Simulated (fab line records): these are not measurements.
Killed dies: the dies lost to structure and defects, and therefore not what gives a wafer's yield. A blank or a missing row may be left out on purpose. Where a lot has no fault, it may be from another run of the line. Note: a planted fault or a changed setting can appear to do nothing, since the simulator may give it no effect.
Which of the tools did it?    flow gf180mcu    Sampling: 12 lots, 36 wafers, 4 of 602 route steps

WHAT THE GAUGES SHOWED, per wafer
GF_STI_THK_MEAS_04.
lot   measured     on             STI_CVD_03_THK (nm)
L392  day 1 16:19  film metro-03  202.6 204.1 204.1
L394  day 2 02:09  film metro-03  212.3 211.2 209.5
L396  day 2 09:34  film metro-04  207.0 206.1 206.7
L397  day 2 17:49  film metro-01  206.4 208.1 207.5
L398  day 2 21:53  film metro-04  204.0 206.0 207.1
L399  day 3 07:33  film metro-04  205.6 204.3 204.0
L400  day 3 07:32  film metro-01  208.5 208.4 208.5
L401  day 3 12:02  film metro-03  207.8 207.0 206.3
L402  day 3 15:55  film metro-04  208.6 209.5 209.0
L411  day 5 14:54  film metro-04  256.8 256.6 256.9
L412  day 5 18:33  film metro-03  255.8 254.0 255.8
L414  day 6 05:17  film metro-04  208.5 206.9 208.5

GF_HV_LDD_CD_MEAS_19 targets a cd of 400 nm.
lot   measured      on         cd nm (nm)
L392  day 10 19:46  cd sem-01  399.3 397.7 397.2
L394  day 11 21:59  cd sem-01  400.9 399.6 397.6
L396  day 12 10:20  cd sem-01  399.7 397.9 399.6
L397  day 12 12:24  cd sem-01  398.1 398.3 401.9
L398  day 12 19:50  cd sem-02  399.9 398.0 398.4
L399  day 13 05:44  cd sem-02  402.6 400.1 399.4
L400  day 13 06:50  cd sem-01  400.4 400.1 400.5
L401  day 13 08:28  cd sem-02  399.6 396.8 398.9
L402  day 13 11:58  cd sem-01  395.6 396.5 398.3
L411  day 16 12:08  cd sem-02  397.4 396.6 397.7
L412  day 16 22:07  cd sem-01  398.0 398.1 397.5
L414  day 17 05:34  cd sem-02  400.7 400.6 398.5

TOOL THAT RAN EACH LOT (tool first, then ch and the chambers of the sampled wafers, then the start)
lot   GF_STI_CVD_03               GF_STI_ETCH_13
L392  lpcvd-02 ch 0, day 1 14:20  rie diel-02 ch 0,1,3, day 2 04:09
L394  lpcvd-02 ch 1, day 2 00:10  rie diel-02 ch 2,3, day 2 14:25
L396  lpcvd-02 ch 1, day 2 07:34  rie diel-04 ch 1,3, day 2 21:34
L397  lpcvd-02 ch 0, day 2 15:49  rie diel-04 ch 1,2,3, day 3 06:01
L398  lpcvd-01 ch 0, day 2 19:53  rie diel-01 ch 0,2, day 3 09:40
L399  lpcvd-01 ch 0, day 3 05:33  rie diel-01 ch 0,3, day 3 19:52
L400  lpcvd-01 ch 0, day 3 05:33  rie diel-04 ch 0,1,2, day 3 20:13
L401  lpcvd-01 ch 0, day 3 10:00  rie diel-02 ch 0,2,3, day 4 01:24
L402  lpcvd-01 ch 1, day 3 13:55  rie diel-04 ch 0,1,3, day 4 05:04
L411  lpcvd-01 ch 0, day 5 11:55  rie diel-01 ch 0,2,3, day 6 05:22
L412  lpcvd-01 ch 0, day 5 15:34  rie diel-01 ch 0,3, day 6 08:45
L414  lpcvd-02 ch 1, day 6 02:18  rie diel-01 ch 0,1,3, day 6 21:10
- GF_STI_CVD_03: deposits Si3N4 from DCS/NH3, target thk 207.16 nm, time 3551 s.
- GF_STI_ETCH_13: etches the open film in CHF3/O2, stops on Si, target depth 282.31 nm, time 112.9 s.

WHAT THE TOOLS THEMSELVES READ (means of the sampled wafers that have a number; where no wafer has one, the mark that the record gives instead)
GF_STI_CVD_03.
lot   tool      zone power top pct (%)
L392  lpcvd-02  26.5
L394  lpcvd-02  22.6
L396  lpcvd-02  22.6
L397  lpcvd-02  26.7
L398  lpcvd-01  24.5
L399  lpcvd-01  24.5
L400  lpcvd-01  24.6
L401  lpcvd-01  24.5
L402  lpcvd-01  22.1
L411  lpcvd-01  24.4
L412  lpcvd-01  24.4
L414  lpcvd-02  22.5

GF_STI_ETCH_13.
lot   tool         drypump motor current A (A)  oes product au (a.u.)  throttle valve pct (%)
L392  rie diel-02  5.7                          0.825                  8.808
L394  rie diel-02  5.5                          0.842                  8.807
L396  rie diel-04  5.3                          0.828                  8.809
L397  rie diel-04  5.2                          0.833                  8.807
L398  rie diel-01  5.6                          0.829                  8.802
L399  rie diel-01  5.2                          0.825                  8.804
L400  rie diel-04  5.5                          0.834                  8.815
L401  rie diel-02  5.5                          0.830                  8.810
L402  rie diel-04  5.6                          0.835                  8.814
L411  rie diel-01  5.6                          0.935                  8.838
L412  rie diel-01  5.1                          0.937                  8.832
L414  rie diel-01  5.2                          0.832                  8.801

THE ANSWER, worked out from the rows above alone
Rule: usual is defined by the lots themselves. The widest of any qualifying gaps counts: lots, ordered by their means at a reading, are off when they make up no more than a third of the lots, leave a main group of 4 or more, and stand apart from it by 3 or more times the standard deviation of that group's means. The tables above print the reading to a certain number of digits; a main group whose means all agree to those digits is not used. A lot without any number at a reading at which 4 lots or more have one is off too. Any other lot the step has rows for is counted as sound. After the gauges, taken in route order, come the tools' own readings; for these a lot's mean is taken, as printed above. The first step at which some lot is off is used, and at that step the reading that is off furthest; a lot without a number counts as furthest.
Off: at GF_STI_THK_MEAS_04 (STI_CVD_03_THK), L411, L412. The main group: mean 207.1 nm, standard deviation 2.1.
A tool fits if, at a process step before that reading, it ran every lot that is off, and no sound lot after the first of them. Not tried: the gauges at GF_STI_THK_MEAS_04; whatever is off there is also off at GF_STI_ETCH_13, on other tools, and gauge error can't account for it. One candidate fits, namely lpcvd-01 at GF_STI_CVD_03. A fault onset in the window from L402 (day 3 13:55, its last sound lot) to L411 (day 5 11:55, its first lot off) fits.

WHAT WAS PUT IN BY THE SIMULATOR
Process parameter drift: lpcvd-01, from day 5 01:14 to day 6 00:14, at GF_STI_CVD_03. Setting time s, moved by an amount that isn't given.
Lots struck among those shown: L411, L412. The rule above found the same.
